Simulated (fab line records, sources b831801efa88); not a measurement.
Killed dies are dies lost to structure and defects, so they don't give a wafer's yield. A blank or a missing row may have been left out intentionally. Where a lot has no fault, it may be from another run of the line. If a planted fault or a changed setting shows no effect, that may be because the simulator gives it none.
Which tool did it? :: flow gf180mcu :: 12 lots, 36 wafers sampled, at 3 steps of a route of 602

## WHAT EACH GAUGE READ, for each wafer
GF_VT_IMPLANT_RS_MEAS_48: the measuring method here is four-point-probe.
lot: L589
measured: day 8 03:22
on: film_metro-01
LVPWELL_RS (ohm/sq): 1196.2 1196.8 1197.5

lot: L592
measured: day 8 22:35
on: film_metro-04
LVPWELL_RS (ohm/sq): 1198.0 1193.6 1195.8

lot: L594
measured: day 9 10:34
on: film_metro-01
LVPWELL_RS (ohm/sq): 1198.4 1199.0 1201.2

lot: L595
measured: day 9 15:11
on: film_metro-01
LVPWELL_RS (ohm/sq): 1195.1 1198.2 1196.8

lot: L596
measured: day 9 23:10
on: film_metro-02
LVPWELL_RS (ohm/sq): 1190.6 1192.8 1193.8

lot: L597
measured: day 10 06:19
on: film_metro-01
LVPWELL_RS (ohm/sq): 1197.5 1196.2 1201.2

lot: L600
measured: day 11 06:44
on: film_metro-04
LVPWELL_RS (ohm/sq): 1196.2 1194.2 1196.0

lot: L601
measured: day 11 13:08
on: film_metro-01
LVPWELL_RS (ohm/sq): 1200.4 1204.2 1200.6

lot: L602
measured: day 11 18:15
on: film_metro-01
LVPWELL_RS (ohm/sq): 1197.3 1194.8 1192.7

lot: L603
measured: day 11 22:02
on: film_metro-04
LVPWELL_RS (ohm/sq): 1197.6 1195.9 1193.7

lot: L604
measured: day 12 08:37
on: film_metro-01
LVPWELL_RS (ohm/sq): 1206.8 1211.9 1207.3

lot: L605
measured: day 12 13:31
on: film_metro-01
LVPWELL_RS (ohm/sq): 1205.4 1204.7 1202.6

GF_V1_RS_MEAS_24: the measuring method here is four-point-probe.
lot: L589
measured: day 18 22:02
on: film_metro-01
V1_W_RS (ohm/sq): 0.336 0.335 0.331

lot: L592
measured: day 20 09:41
on: film_metro-03
V1_W_RS (ohm/sq): 0.333 0.329 0.337

lot: L594
measured: day 20 18:39
on: film_metro-03
V1_W_RS (ohm/sq): 0.322 0.326 0.316

lot: L595
measured: day 21 00:59
on: film_metro-04
V1_W_RS (ohm/sq): 0.332 0.331 0.331

lot: L596
measured: day 21 13:26
on: film_metro-04
V1_W_RS (ohm/sq): 0.328 0.319 0.322

lot: L597
measured: day 21 22:13
on: film_metro-03
V1_W_RS (ohm/sq): 0.326 0.316 0.328

lot: L600
measured: day 23 05:14
on: film_metro-01
V1_W_RS (ohm/sq): 0.326 0.331 0.323

lot: L601
measured: day 23 12:29
on: film_metro-04
V1_W_RS (ohm/sq): 0.328 0.328 0.327

lot: L602
measured: day 23 17:34
on: film_metro-01
V1_W_RS (ohm/sq): 0.327 0.324 0.323

lot: L603
measured: day 23 23:56
on: film_metro-04
V1_W_RS (ohm/sq): 0.335 0.338 0.334

lot: L604
measured: day 24 07:28
on: film_metro-01
V1_W_RS (ohm/sq): 0.321 0.324 0.324

lot: L605
measured: day 24 15:44
on: film_metro-01
V1_W_RS (ohm/sq): 0.326 0.330 0.330

## TOOL THAT RAN EACH LOT (tool first, then ch and the chambers of the sampled wafers, then the start)
lot: L589
GF_LVPWELL_IMPLANT_09: implanter-04 ch 0, day 4 10:30

lot: L592
GF_LVPWELL_IMPLANT_09: implanter-04 ch 0, day 5 01:53

lot: L594
GF_LVPWELL_IMPLANT_09: implanter-02 ch 0, day 5 12:15

lot: L595
GF_LVPWELL_IMPLANT_09: implanter-01 ch 0, day 5 16:31

lot: L596
GF_LVPWELL_IMPLANT_09: implanter-01 ch 0, day 5 21:48

lot: L597
GF_LVPWELL_IMPLANT_09: implanter-01 ch 0, day 6 04:47

lot: L600
GF_LVPWELL_IMPLANT_09: implanter-01 ch 0, day 6 23:34

lot: L601
GF_LVPWELL_IMPLANT_09: implanter-02 ch 0, day 7 03:05

lot: L602
GF_LVPWELL_IMPLANT_09: implanter-04 ch 0, day 7 09:19

lot: L603
GF_LVPWELL_IMPLANT_09: implanter-01 ch 0, day 7 12:20

lot: L604
GF_LVPWELL_IMPLANT_09: implanter-01 ch 0, day 7 19:36

lot: L605
GF_LVPWELL_IMPLANT_09: implanter-01 ch 0, day 8 01:05
- GF_LVPWELL_IMPLANT_09

## WHAT THE TOOLS THEMSELVES READ (means of the sampled wafers that have a number; where no wafer has one, the mark that the record gives instead)
GF_LVPWELL_IMPLANT_09.
lot: L589
tool: implanter-04
beam_energy_keV: 59.997

lot: L592
tool: implanter-04
beam_energy_keV: 59.986

lot: L594
tool: implanter-02
beam_energy_keV: 59.978

lot: L595
tool: implanter-01
beam_energy_keV: 60.004

lot: L596
tool: implanter-01
beam_energy_keV: 60.015

lot: L597
tool: implanter-01
beam_energy_keV: 59.985

lot: L600
tool: implanter-01
beam_energy_keV: 59.987

lot: L601
tool: implanter-02
beam_energy_keV: 59.992

lot: L602
tool: implanter-04
beam_energy_keV: 59.988

lot: L603
tool: implanter-01
beam_energy_keV: 60.003

lot: L604
tool: implanter-01
beam_energy_keV: 69.608

lot: L605
tool: implanter-01
beam_energy_keV: 69.598

## THE ANSWER, worked out from the rows above alone
Rule: what is usual is taken from the lots themselves. Put in order of their means at a reading, lots are off if they are a third of the lots or fewer, leave a main group of 4 or more, and stand apart from it by a gap of 3 or more times the standard deviation of the main group's means; of several such gaps the widest counts. The tables above print the reading to a certain number of digits; a main group whose means all agree to those digits is not used. Also off: a lot with no number at a reading for which 4 or more lots have one. All remaining lots with rows at the step are treated as sound. The gauges are gone through in route order, then the tools' own readings, and for those a lot's mean is taken as printed above. At the first step where some lot is off, the reading lying furthest off is the one used; lots without a number count as furthest.
Off at GF_LVPWELL_IMPLANT_09 (beam_energy_keV): L604, L605. For the main group the mean is 59.993 and the standard deviation 0.011.
A tool fits if, at that step or a process step before it, it ran every lot that is off, and no sound lot after the first of them. One candidate fits, namely implanter-01 at GF_LVPWELL_IMPLANT_09. Its last sound lot is L603 (day 7 12:20), its first lot that is off L604 (day 7 19:36): a fault that began between those two fits.
The tool's own readings at GF_LVPWELL_IMPLANT_09 bear it out: on the lots that are off they differ by more than 5 times the standard deviation of the sound lots' means. beam_energy_keV reads 69.603 there against 59.993 on the sound lots.

## WHAT HAD BEEN PUT IN BY THE SIMULATOR
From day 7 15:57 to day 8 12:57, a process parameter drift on implanter-01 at GF_LVPWELL_IMPLANT_09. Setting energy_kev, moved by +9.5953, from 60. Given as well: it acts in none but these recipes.
Shown lots that were struck: L604, L605. The rule above found the same.
